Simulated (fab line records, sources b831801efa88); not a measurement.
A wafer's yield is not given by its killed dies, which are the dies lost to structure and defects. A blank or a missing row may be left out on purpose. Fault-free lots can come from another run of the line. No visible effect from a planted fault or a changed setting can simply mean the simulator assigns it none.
What tool caused it? :: flow sky130 :: 13 lots with 39 wafers sampled at 3 steps, on a route of 708 steps

== WHAT THE GAUGES READ, wafer by wafer ==
SKY_METAL1_THK_MEAS_06: measures by xrf.
lot: L175
measured: day 32 15:36
on: film_metro-04
METAL1_ALCU_THK (nm): 248.2 248.1 248.6

lot: L176
measured: day 33 04:56
on: film_metro-01
METAL1_ALCU_THK (nm): 250.5 250.7 251.6

lot: L178
measured: day 33 17:48
on: film_metro-02
METAL1_ALCU_THK (nm): 249.2 248.2 248.1

lot: L182
measured: day 34 23:40
on: film_metro-02
METAL1_ALCU_THK (nm): 247.4 246.8 246.7

lot: L183
measured: day 35 10:32
on: film_metro-04
METAL1_ALCU_THK (nm): 248.0 249.0 247.2

lot: L186
measured: day 36 03:48
on: film_metro-01
METAL1_ALCU_THK (nm): 250.3 251.3 252.4

lot: L187
measured: day 36 13:39
on: film_metro-04
METAL1_ALCU_THK (nm): 243.5 247.6 245.8

lot: L189
measured: day 37 01:56
on: film_metro-04
METAL1_ALCU_THK (nm): 252.1 251.0 252.5

lot: L191
measured: day 37 19:00
on: film_metro-04
METAL1_ALCU_THK (nm): 248.9 249.0 246.7

lot: L192
measured: day 37 22:23
on: film_metro-04
METAL1_ALCU_THK (nm): 247.4 249.8 245.6

lot: L194
measured: day 38 19:14
on: film_metro-02
METAL1_ALCU_THK (nm): 247.1 246.2 244.0

lot: L195
measured: day 39 00:41
on: film_metro-04
METAL1_ALCU_THK (nm): 247.4 249.3 248.8

lot: L196
measured: day 39 12:51
on: film_metro-04
METAL1_ALCU_THK (nm): 251.3 251.3 249.2

== WHICH TOOL RAN EACH LOT (tool, then ch and the chambers of the sampled wafers, then the start) ==
lot: L175
SKY_RES_PROTECT_SOFTBAKE_03: litho_track-03 ch 0, day 15 14:16
SKY_METAL1_SPUTTER_03: pvd_sputter-04, day 32 15:25

lot: L176
SKY_RES_PROTECT_SOFTBAKE_03: litho_track-04 ch 0, day 16 00:14
SKY_METAL1_SPUTTER_03: pvd_sputter-04, day 33 04:45

lot: L178
SKY_RES_PROTECT_SOFTBAKE_03: litho_track-03 ch 0, day 16 14:19
SKY_METAL1_SPUTTER_03: pvd_sputter-04, day 33 17:37

lot: L182
SKY_RES_PROTECT_SOFTBAKE_03: litho_track-01 ch 0, day 18 01:58
SKY_METAL1_SPUTTER_03: pvd_sputter-02, day 34 23:28

lot: L183
SKY_RES_PROTECT_SOFTBAKE_03: litho_track-04 ch 0, day 18 09:30
SKY_METAL1_SPUTTER_03: pvd_sputter-02, day 35 10:20

lot: L186
SKY_RES_PROTECT_SOFTBAKE_03: litho_track-01 ch 0, day 19 08:41
SKY_METAL1_SPUTTER_03: pvd_sputter-02, day 36 03:34

lot: L187
SKY_RES_PROTECT_SOFTBAKE_03: litho_track-04 ch 0, day 19 17:45
SKY_METAL1_SPUTTER_03: pvd_sputter-02, day 36 13:26

lot: L189
SKY_RES_PROTECT_SOFTBAKE_03: litho_track-04 ch 0, day 20 09:42
SKY_METAL1_SPUTTER_03: pvd_sputter-04, day 37 01:45

lot: L191
SKY_RES_PROTECT_SOFTBAKE_03: litho_track-03 ch 0, day 21 07:19
SKY_METAL1_SPUTTER_03: pvd_sputter-01, day 37 18:49

lot: L192
SKY_RES_PROTECT_SOFTBAKE_03: litho_track-04 ch 0, day 21 09:36
SKY_METAL1_SPUTTER_03: pvd_sputter-01, day 37 22:11

lot: L194
SKY_RES_PROTECT_SOFTBAKE_03: litho_track-01 ch 0, day 22 06:59
SKY_METAL1_SPUTTER_03: pvd_sputter-02, day 38 19:01

lot: L195
SKY_RES_PROTECT_SOFTBAKE_03: litho_track-04 ch 0, day 22 22:00
SKY_METAL1_SPUTTER_03: pvd_sputter-01, day 39 00:30

lot: L196
SKY_RES_PROTECT_SOFTBAKE_03: litho_track-01 ch 0, day 23 07:52
SKY_METAL1_SPUTTER_03: pvd_sputter-04, day 39 12:40
- SKY_RES_PROTECT_SOFTBAKE_03: time 60 s.
- SKY_METAL1_SPUTTER_03: material Ti, target thk 5 nm, time 3.3 s.

== AS READ BY THE TOOLS THEMSELVES (means over the sampled wafers that have a number; for cases with no such wafer, the mark the record gives instead) ==
SKY_RES_PROTECT_SOFTBAKE_03.
lot: L175
tool: litho_track-03
heater_power_total_W (W): 56.60
run_length_s (s): 88.84

lot: L176
tool: litho_track-04
heater_power_total_W (W): 56.66
run_length_s (s): 88.93

lot: L178
tool: litho_track-03
heater_power_total_W (W): 56.60
run_length_s (s): 88.87

lot: L182
tool: litho_track-01
heater_power_total_W (W): 57.54
run_length_s (s): 85.90

lot: L183
tool: litho_track-04
heater_power_total_W (W): 56.53
run_length_s (s): 89.11

lot: L186
tool: litho_track-01
heater_power_total_W (W): 57.56
run_length_s (s): 86.02

lot: L187
tool: litho_track-04
heater_power_total_W (W): 56.60
run_length_s (s): 88.96

lot: L189
tool: litho_track-04
heater_power_total_W (W): 56.55
run_length_s (s): 89.06

lot: L191
tool: litho_track-03
heater_power_total_W (W): 56.62
run_length_s (s): 88.94

lot: L192
tool: litho_track-04
heater_power_total_W (W): 56.60
run_length_s (s): 89.04

lot: L194
tool: litho_track-01
heater_power_total_W (W): 56.57
run_length_s (s): 89.28

lot: L195
tool: litho_track-04
heater_power_total_W (W): 56.61
run_length_s (s): 88.95

lot: L196
tool: litho_track-01
heater_power_total_W (W): 56.61
run_length_s (s): 89.38

SKY_METAL1_SPUTTER_03.
lot: L175
tool: pvd_sputter-04
chamber_pressure_pa (Pa): 0.4001
throttle_valve_pct (%): 30.2

lot: L176
tool: pvd_sputter-04
chamber_pressure_pa (Pa): 0.4016
throttle_valve_pct (%): 30.3

lot: L178
tool: pvd_sputter-04
chamber_pressure_pa (Pa): 0.3997
throttle_valve_pct (%): 30.1

lot: L182
tool: pvd_sputter-02
chamber_pressure_pa (Pa): 0.4010
throttle_valve_pct (%): 30.6

lot: L183
tool: pvd_sputter-02
chamber_pressure_pa (Pa): 0.4000
throttle_valve_pct (%): 30.2

lot: L186
tool: pvd_sputter-02
chamber_pressure_pa (Pa): 0.3993
throttle_valve_pct (%): 30.8

lot: L187
tool: pvd_sputter-02
chamber_pressure_pa (Pa): 0.4015
throttle_valve_pct (%): 30.4

lot: L189
tool: pvd_sputter-04
chamber_pressure_pa (Pa): 0.4003
throttle_valve_pct (%): 30.5

lot: L191
tool: pvd_sputter-01
chamber_pressure_pa (Pa): 0.3998
throttle_valve_pct (%): 30.0

lot: L192
tool: pvd_sputter-01
chamber_pressure_pa (Pa): 0.3998
throttle_valve_pct (%): 30.3

lot: L194
tool: pvd_sputter-02
chamber_pressure_pa (Pa): 0.3997
throttle_valve_pct (%): 30.6

lot: L195
tool: pvd_sputter-01
chamber_pressure_pa (Pa): 0.4004
throttle_valve_pct (%): 30.3

lot: L196
tool: pvd_sputter-04
chamber_pressure_pa (Pa): 0.4001
throttle_valve_pct (%): 30.1

== THE ANSWER, worked out from the rows above alone ==
Rule: what is usual is taken from the lots themselves. Put in order of their means at a reading, lots are off if they are a third of the lots or fewer, leave a main group of 4 or more, and stand apart from it by a gap of 3 or more times the standard deviation of the main group's means; of several such gaps the widest counts. The tables above print the reading to a certain number of digits; a main group whose means all agree to those digits is not used. A lot without any number at a reading at which 4 lots or more have one is off too. All remaining lots with rows at the step are treated as sound. First the gauges in route order, then the tools' own readings, where a lot's mean is used as printed above. At the first step where some lot is off, the reading lying furthest off is the one used; lots without a number count as furthest.
Off at SKY_RES_PROTECT_SOFTBAKE_03 (heater_power_total_W): L182, L186. Mean 56.60 W and standard deviation 0.033 in the main group.
A tool fits if, at that step or a process step before it, it ran every lot that is off, and no sound lot after the first of them. Of those tried, none fits.

== WHAT WAS PUT IN BY THE SIMULATOR ==
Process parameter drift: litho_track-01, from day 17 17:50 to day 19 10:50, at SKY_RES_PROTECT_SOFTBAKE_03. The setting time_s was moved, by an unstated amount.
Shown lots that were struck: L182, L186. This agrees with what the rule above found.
